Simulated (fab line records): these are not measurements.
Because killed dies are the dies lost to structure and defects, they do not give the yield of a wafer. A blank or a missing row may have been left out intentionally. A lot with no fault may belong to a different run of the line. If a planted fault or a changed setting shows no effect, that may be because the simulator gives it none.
Split-lot study | flow gf180mcu | 23 wafers read across 5 lots, on a route 602 steps long

== ABOUT THE SPLIT ==
At GF_M2_PEB_12 (peb time 90 s), the setting pebTimeS was moved away from the recipe's 90 s on 5 of the 23 wafers read, by -12.4% to -6.0%. For the rest of the wafers, this setting stayed at what the recipe calls for.

== THE PATH FROM SPLIT TO READING: the file shows 1 step between them ==
- GF_M2_DEVELOP_13: develop time 60 s

== THE READING ==
cdNm at GF_M2_CD_MEAS_14, given in nm (cd target 280 nm). Fault-free wafers of this fab line usually give 280.4 nm, standard deviation 1.5 nm.

wafer  | tool, chamber at the split | pebTimeS as run, s | against the recipe | cdNm, nm | against lot-mates on the recipe
L076.1 | lithoTrack-01, 0           | 90                 | recipe             | 282.1    | -
L076.2 | lithoTrack-01, 0           | 90                 | recipe             | 282.5    | -
L076.3 | lithoTrack-01, 0           | 90                 | recipe             | 283.1    | -
L076.4 | lithoTrack-01, 0           | 90                 | recipe             | 282.1    | -
L076.6 | lithoTrack-01, 0           | 90                 | recipe             | 283.3    | -
L079.2 | lithoTrack-04, 0           | 90                 | recipe             | 277.1    | -
L079.4 | lithoTrack-04, 0           | 90                 | recipe             | 278.8    | -
L079.5 | lithoTrack-04, 0           | 90                 | recipe             | 278.8    | -
L081.1 | lithoTrack-03, 0           | 90                 | recipe             | 280.9    | -
L081.2 | lithoTrack-03, 0           | 78.88              | -12.4%             | 284.4    | +3.5
L081.3 | lithoTrack-03, 0           | 78.88              | -12.4%             | 285.4    | +4.5
L081.4 | lithoTrack-03, 0           | 90                 | recipe             | 280.8    | -
L081.6 | lithoTrack-03, 0           | 78.88              | -12.4%             | 284.9    | +4.0
L080.1 | lithoTrack-04, 0           | 90                 | recipe             | 281.6    | -
L080.2 | lithoTrack-04, 0           | 90                 | recipe             | 280.5    | -
L080.3 | lithoTrack-04, 0           | 90                 | recipe             | 280.3    | -
L080.5 | lithoTrack-04, 0           | 90                 | recipe             | 280.2    | -
L080.6 | lithoTrack-04, 0           | 90                 | recipe             | 281.2    | -
L083.1 | lithoTrack-04, 0           | 90                 | recipe             | 280.3    | -
L083.2 | lithoTrack-04, 0           | 84.64              | -6.0%              | 281.1    | +0.9
L083.4 | lithoTrack-04, 0           | 90                 | recipe             | 280.1    | -
L083.5 | lithoTrack-04, 0           | 90                 | recipe             | 280.2    | -
L083.6 | lithoTrack-04, 0           | 84.64              | -6.0%              | 281.3    | +1.1

THE FIT
A straight line over all 23 wafers: cdNm changes by -0.306 nm for each +1% of pebTimeS; r = -0.68; the points scatter about the line by 1.5 nm.
The same after taking each lot's own level away (the mean of its wafers on the recipe; 23 wafers): -0.311 nm for each +1%; r = -0.93; scatter 0.57 nm.
Per that fit: largest pebTimeS move, reading shift of 3.8 nm.
The span of the lots' own levels, 278.23 to 282.62 nm, comes to 2.9 times the standard deviation stated above.
So the lot-to-lot level blurs the effect unless lot-mates are compared.
Check: for one of the wafers moved furthest among these (-12.4%), held out of the fit, the line's prediction against its lot-mates is +3.89 nm. It came out at +3.55 nm against them.

== OTHER SPLITS ON THESE WAFERS ==
Before the reading, these wafers also passed through other splits. Each is held against what the fit with the lots' levels taken away leaves over:
other split on the same wafers    | wafers away from the commonest value | r with cdNm (lot level and that fit taken away)
GF_CONTACT_CMP_04 leaveAboveRefNm | 7                                    | -0.12
GF_CONTACT_EXPOSE_11 doseMj       | 7                                    | -0.17
GF_CONTACT_SPUTTER_22 powerW      | 10                                   | +0.34
GF_M1_PEB_12 pebTimeS             | 6                                    | +0.34
GF_V1_COAT_09 resistThkNm         | 6                                    | -0.11
GF_V1_CMP_26 tOverpolishS         | 9                                    | +0.02
GF_M2_SPUTTER_02 powerW           | 7                                    | -0.25

== THE WHOLE CHAIN: every reading that the file lists as answering this split, in the file's order ==
step             | what it does      | reading                                                  | change (the file's fit)               | r (the file's)
GF_M2_DEVELOP_13 | develop time 60 s | M2.cdNm (the simulator's own value, which no gauge read) | -0.296 nm for each +1% of the setting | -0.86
GF_M2_CD_MEAS_14 | target cd 280 nm  | cdNm                                                     | -0.298 nm for each +1% of the setting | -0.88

== FILE'S OWN FIT ==
cdNm changes by -0.298 nm for each +1% of pebTimeS, r = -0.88.
